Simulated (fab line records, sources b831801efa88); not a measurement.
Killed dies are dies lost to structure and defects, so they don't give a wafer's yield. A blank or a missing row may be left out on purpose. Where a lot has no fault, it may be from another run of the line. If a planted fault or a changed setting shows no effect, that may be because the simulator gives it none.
2 desks, one fault -- flow gf180mcu -- each desk holds nothing but its own numbers, with what lay behind them at the end

FOR THE TOOL OWNER'S DESK: pvd_sputter-03
The tool's own readings at GF_M2_SPUTTER_01 (material TiN, target thk 30 nm, time 25 s): means of the sampled wafers that have a number, for each lot that ran on this tool. Any lot whose mean is over 4 standard deviations away from the usual mean is out of limits and marked OUT; that distance is given in the brackets.
Columns: A = cathode_dc_power_W at GF_M2_SPUTTER_01, usual 6500.1 W; B = throttle_valve_pct at GF_M2_SPUTTER_01, usual 29.8 %
lot,first seen here,A,B
L361,day 18 07:08,6500.2,29.6
L362,day 18 15:10,6499.5,29.8
L364,day 19 08:49,6500.1,29.8
L366,day 20 05:44,6499.8,29.8
L372,day 22 15:54,6499.4,30.0
L376,day 23 19:43,6500.1,30.1
L377,day 24 01:24,6499.9,29.5
Result from this desk: across the 7 lots, nothing is out of limits.

AT THE METROLOGY DESK
Lot by lot, what the gauges showed, no matter which tool ran the lot: averages of those sampled wafers that carry a number. Any lot whose mean is over 4 standard deviations away from the usual mean is out of limits and marked OUT; that distance is given in the brackets.
Columns: A = PASSIVATION_CVD_02_THK at GF_PASSIVATION_THK_MEAS_03, usual 698 nm
lot,first seen here,A
L361,day 28 05:23,693
L362,day 28 09:36,693
L364,day 29 03:53,701
L365,day 29 10:25,709
L366,day 29 18:10,697
L372,day 31 15:42,711
L376,day 32 13:16,713
L377,day 32 18:47,695
L379,day 33 06:32,705
L380,day 33 10:15,695
L382,day 34 01:15,695
L383,day 34 04:30,700
Result from this desk: across the 12 lots, nothing is out of limits.

PUT TOGETHER
The tool owner's desk saw nothing out of limits.
Nothing out of limits was seen by the metrology desk.

WHAT THE SIMULATOR HAD INSERTED
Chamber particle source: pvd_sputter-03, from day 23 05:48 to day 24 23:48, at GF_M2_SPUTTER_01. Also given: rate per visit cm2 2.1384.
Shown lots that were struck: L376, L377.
